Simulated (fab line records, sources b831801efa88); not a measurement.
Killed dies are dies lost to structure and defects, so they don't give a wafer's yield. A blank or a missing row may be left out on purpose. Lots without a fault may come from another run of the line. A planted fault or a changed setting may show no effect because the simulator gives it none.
Which tool did it? | flow gf180mcu | 12 lots, 36 wafers sampled, at 3 steps of a route of 602

WHAT THE GAUGES READ, wafer by wafer
GF_V3_RS_MEAS_24: measures by four-point-probe.
lot  | measured     | on            | V3_W_RS (ohm/sq)
L075 | day 22 16:40 | film_metro-04 | 0.327 0.326 0.328
L077 | day 23 09:23 | film_metro-01 | 0.319 0.331 0.318
L079 | day 24 01:31 | film_metro-02 | 0.330 0.330 0.326
L081 | day 24 23:14 | film_metro-02 | 0.324 0.332 0.328
L083 | day 26 01:32 | film_metro-01 | 0.331 0.332 0.328
L085 | day 26 13:44 | film_metro-02 | 0.328 0.328 0.326
L087 | day 27 03:44 | film_metro-04 | 0.319 0.329 0.327
L089 | day 27 16:12 | film_metro-04 | 0.326 0.332 0.326
L091 | day 28 04:27 | film_metro-02 | 0.329 0.326 0.322
L093 | day 28 15:38 | film_metro-02 | 0.333 0.322 0.324
L095 | day 29 04:40 | film_metro-02 | 0.317 0.332 0.324
L097 | day 29 19:37 | film_metro-02 | 0.321 0.337 0.332

WHICH TOOL RAN EACH LOT (tool, then ch and the chambers of the sampled wafers, then the start)
lot  | GF_V2_CMP_26                  | GF_M3_SPUTTER_01
L075 | cmp-01 ch 0,2,3, day 20 14:13 | pvd_sputter-04, day 20 14:34
L077 | cmp-02 ch 0,1,3, day 21 07:44 | pvd_sputter-03, day 21 08:08
L079 | cmp-01 ch 0,1, day 22 02:01   | pvd_sputter-04, day 22 02:25
L081 | cmp-02 ch 0,1,3, day 23 00:17 | pvd_sputter-03, day 23 00:41
L083 | cmp-01 ch 1,2,3, day 24 04:10 | pvd_sputter-04, day 24 04:31
L085 | cmp-01 ch 0,2,3, day 24 15:42 | pvd_sputter-04, day 24 16:06
L087 | cmp-02 ch 1,2,3, day 25 07:37 | pvd_sputter-03, day 25 08:01
L089 | cmp-02 ch 1,2,3, day 25 20:38 | pvd_sputter-02, day 25 20:53
L091 | cmp-01 ch 0,1,3, day 26 08:47 | pvd_sputter-02, day 26 09:05
L093 | cmp-01 ch 0,1,2, day 26 20:31 | pvd_sputter-04, day 26 20:52
L095 | cmp-02 ch 0,2,3, day 27 10:31 | pvd_sputter-04, day 27 10:55
L097 | cmp-01 ch 0,3, day 28 02:23   | pvd_sputter-03, day 28 02:47
- GF_V2_CMP_26: polishes, stops on SiO2, t overpolish 15 s, target thk 0 nm.
- GF_M3_SPUTTER_01: material TiN, target thk 30 nm, time 25 s.

THE ANSWER, worked out from the rows above alone
Rule: what is usual is taken from the lots themselves. Put in order of their means at a reading, lots are off if they are a third of the lots or fewer, leave a main group of 4 or more, and stand apart from it by a gap of 3 or more times the standard deviation of the main group's means; of several such gaps the widest counts. A main group whose means are all the same, to the digits that the tables above print for the reading, isn't used. A lot without any number at a reading at which 4 lots or more have one is off too. The other lots that the step has rows for count as sound.
No lot is off at any reading shown: from this, nothing can be told.

WHAT THE SIMULATOR HAD PUT IN
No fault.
